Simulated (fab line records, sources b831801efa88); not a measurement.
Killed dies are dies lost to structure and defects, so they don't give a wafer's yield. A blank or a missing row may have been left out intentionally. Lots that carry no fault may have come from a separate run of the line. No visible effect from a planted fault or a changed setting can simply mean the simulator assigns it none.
8D (eight disciplines) problem report, filled in by code -- flow sky130 -- the parts of the form that need people (team, actions taken, sign-off) are left out

## 1. PROBLEM STATEMENT
At SKY_DNWELL_COAT_02, spin speed rpm averages 2599.0 rpm over 9 wafers from 3 lots, while fault-free wafers read 2000.3 rpm, standard deviation 1.4. So: +99 or more standard deviations from the usual mean.
The step: resist thk 3000 nm.
First seen on wafer L325.1, day 6 09:05, on litho track-03. Wafers with a number at this step in the record: 36, from 12 lots. Rule for "out" (also "out of limits"): further than 4 standard deviations from the usual mean. The rest of the wafers with a number are treated as sound.

## 2. WHAT IT IS AND WHAT IT IS NOT
question,is,is not
which readings at this step,spin speed rpm,exhaust pa
which lots,"L325, L326, L327","L309, L310, L311, L313, L314, L320, L322, L328, L332"
which wafers of those lots,all that have a number,-
read on which tools,litho track-03,"litho track-02, litho track-04"
when,from day 6 09:05,"up to then (21 sound wafers); but 6 sound wafers of L328, L332 came after"

## 3. THE SUSPECTS, EACH WITH WHAT RULES IT OUT
Counting: any tool at a process step up to the reading is kept as a suspect provided that every lot that is out went through it and no sound lot did after the first of them.
- litho track-03 at SKY_DNWELL_COAT_02 (resist thk 3000 nm): kept. It processed each lot that is out, first L325 at day 6 09:05, and no sound lot thereafter; up to then, the last sound lot it processed was L320 at day 5 07:17. On those wafers its own readings are out: spin speed rpm.
After counting, what remains is litho track-03 at SKY_DNWELL_COAT_02.

## 4. THE CAUSE (what the simulator had put in)
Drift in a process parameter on litho track-03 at SKY_DNWELL_COAT_02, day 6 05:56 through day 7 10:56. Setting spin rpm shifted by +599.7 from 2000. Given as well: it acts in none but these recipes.
After counting, this tool was the only one left.

## 5. THE EFFECT CHAIN, in route order
One row per reading whose mean, taken over the struck wafers that have a number, lies over 3 standard deviations from the usual. Readings are gone through only where the record gives a usual standard deviation; hours: the median, over the lots, of the time from a lot's start at the first step in this table giving one to that lot's start at this step; sigmas: the change measured in usual standard deviations.
hours,step,reading,usual,on struck wafers,change,sigmas
0,SKY_DNWELL_COAT_02,spin speed rpm,2000.3 rpm,2599.0,+598.7,+99 or more
10,SKY_DNWELL_STRIP_08,strip time to endpoint s,36.92 s,32.79,-4.13,-32
Here are the process steps it includes:
- SKY_DNWELL_COAT_02: resist thk 3000 nm.
- SKY_DNWELL_STRIP_08: strips in O2/N2.
Later measuring or inspecting steps at which every struck wafer that the step has a row for has a number for every such reading, and none has moved that far: SKY_SD_P_OVL_MEAS_08.

## 6. WHAT WOULD HAVE CAUGHT IT SOONER
First out-of-limits reading in this record: day 6 09:05, which is 3 hours after fault onset at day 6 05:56.
